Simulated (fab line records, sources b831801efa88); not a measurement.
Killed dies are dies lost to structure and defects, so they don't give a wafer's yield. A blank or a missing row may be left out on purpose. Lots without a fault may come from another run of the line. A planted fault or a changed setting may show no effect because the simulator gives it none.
A struck lot beside a sound one | flow sfq_line | 21 steps out of a route of 325
Sound: wafers L345.1, L345.2, L345.6. Struck: wafers L359.1, L359.3, L359.4. The cause comes at the end.
At each step with rows: each side's tool, then ch and its chambers, then its first start. Under that, the readings that differ: sound wafers | struck wafers | difference of the means | sigmas: that difference in standard deviations of wafers without a fault.
alike: readings whose means differ by less than 2 such deviations, and words and numbers that are the same on both sides. not compared: withheld readings, readings that some wafer has no value for, bounds like >300 that may hide the same value, and numbers for which the record gives no deviation and whose values overlap.
The two part at a step that has a row with sigmas, a row that says differs or no value, or rows on one side only. Numbers that don't overlap but have no deviation are shown without sigmas and don't part them. A reading that every wafer of one side lacks parts them only if that side has two wafers or more.

SFQ_L0_THK_MEAS_902: measures by xrf.
  sound on film_metro-04, day 1 22:41; struck on film_metro-01, day 4 20:41
  alike: L0_MONX_KI_THK
then, 6 steps without rows for these wafers: SFQ_TRILAYER_L0_LITHO_COAT_010 (resist thk 62 nm); SFQ_TRILAYER_L0_LITHO_COAT_005 (resist thk 600 nm); SFQ_TRILAYER_L0_LITHO_SOFTBAKE_009; SFQ_TRILAYER_L0_LITHO_EXPOSE_006 (exposes mask L0, target cd 2000 nm); SFQ_TRILAYER_L0_LITHO_PEB_008 (peb time 60 s); SFQ_TRILAYER_L0_LITHO_DEVELOP_007 (time 60 s).
-- the record jumps here: 4 days lie between the struck wafers' starts before and after --
SFQ_TRILAYER_L0_BARC_OPEN_METAL_ETCH_010: etches BARC in O2, target depth 125 nm, time 41.7 s.
  sound on rie_metal-01 ch 0,1, day 4 06:49; struck on rie_metal-01 ch 0,1, day 8 12:56
  alike: drypump_motor_current_A, oes_product_au
  not compared: rf_hours_counter_h
SFQ_TRILAYER_L0_ETCH_METAL_ETCH_008: etches MoNx KI in SF6/O2, stops on SiO2, target depth 50 nm, time 25 s.
  sound on rie_metal-01 ch 0,1, day 4 06:52; struck on rie_metal-01 ch 0,1, day 8 12:59
  alike: drypump_motor_current_A, oes_product_au
  not compared: rf_hours_counter_h
SFQ_TRILAYER_L0_STRIP_STRIP_009: strips in O2.
  sound on rie_metal-01 ch 0,1, day 4 06:55; struck on rie_metal-01 ch 0,1, day 8 13:02
  alike: drypump_motor_current_A, oes_product_au
  not compared: rf_hours_counter_h
then, 1 step without rows for these wafers: SFQ_TRILAYER_L0_STRIP_SOLV_CLEAN_010 (cleans in NMP, time 600 s).
SFQ_TRILAYER_L0_CAP_PECVD_011: deposits SiO2 from SiH4/N2O, time 13.333 s, target thk 60 nm.
  sound on pecvd-03 ch 0,1,2, day 4 07:53; struck on pecvd-04 ch 1,2, day 8 13:49
  alike: heater_power_outer_w, heater_power_w, throttle_valve_pct
SFQ_TRILAYER_L0_VIA_LITHO_COAT_018: resist thk 62 nm.
  sound on litho_track-04 ch 0, day 4 07:55; struck on litho_track-02 ch 0, day 8 13:50
  reading                                                  | sound             | struck            | difference | sigmas
  model.BARC_of_TRILAYER_L0_VIA_LITHO_COAT_018.thk_nm (nm) | 61.82 61.89 61.84 | 58.48 58.42 58.67 | -3.33      |
then, 5 steps without rows for these wafers: SFQ_TRILAYER_L0_VIA_LITHO_COAT_013 (resist thk 650 nm); SFQ_TRILAYER_L0_VIA_LITHO_SOFTBAKE_017; SFQ_TRILAYER_L0_VIA_LITHO_EXPOSE_014 (exposes mask L0V, target cd 700 nm); SFQ_TRILAYER_L0_VIA_LITHO_PEB_016 (peb time 60 s); SFQ_TRILAYER_L0_VIA_LITHO_DEVELOP_015 (time 60 s).
-- the record jumps here: 4 days lie between the struck wafers' starts before and after --
SFQ_L0V_OVL_MEAS_903:
  sound on overlay-01, day 7 16:17; struck on overlay-01, day 12 15:49
  alike: L0V_OVL
SFQ_TRILAYER_L0_VIA_BARC_OPEN_VIA_ETCH_021: etches BARC in O2, target depth 125 nm, time 41.7 s.
  sound on rie_diel-02 ch 0,1,3, day 7 16:19; struck on rie_diel-01 ch 1,2,3, day 12 15:52
  reading                  | sound             | struck            | difference | sigmas
  oes_product_au (a.u.)    | 0.689 0.676 0.691 | 0.662 0.668 0.669 | -0.019     | -4
  model.etch.depth_nm (nm) | 61.82 61.89 61.84 | 58.48 58.42 58.67 | -3.33      |
  alike: drypump_motor_current_A
  not compared: rf_hours_counter_h
SFQ_TRILAYER_L0_VIA_ETCH_VIA_ETCH_016: etches SiO2 in CHF3, stops on MoNx KI, target depth 80 nm.
  sound on rie_diel-02 ch 0,1,3, day 7 16:21; struck on rie_diel-01 ch 1,2,3, day 12 15:54
  alike: drypump_motor_current_A, oes_product_au

WHERE THEY PART
Only at SFQ_TRILAYER_L0_VIA_BARC_OPEN_VIA_ETCH_021, within this record. Later steps at which nothing parts them and some readings are alike: SFQ_TRILAYER_L0_VIA_ETCH_VIA_ETCH_016.

WHY: what the simulator had put in
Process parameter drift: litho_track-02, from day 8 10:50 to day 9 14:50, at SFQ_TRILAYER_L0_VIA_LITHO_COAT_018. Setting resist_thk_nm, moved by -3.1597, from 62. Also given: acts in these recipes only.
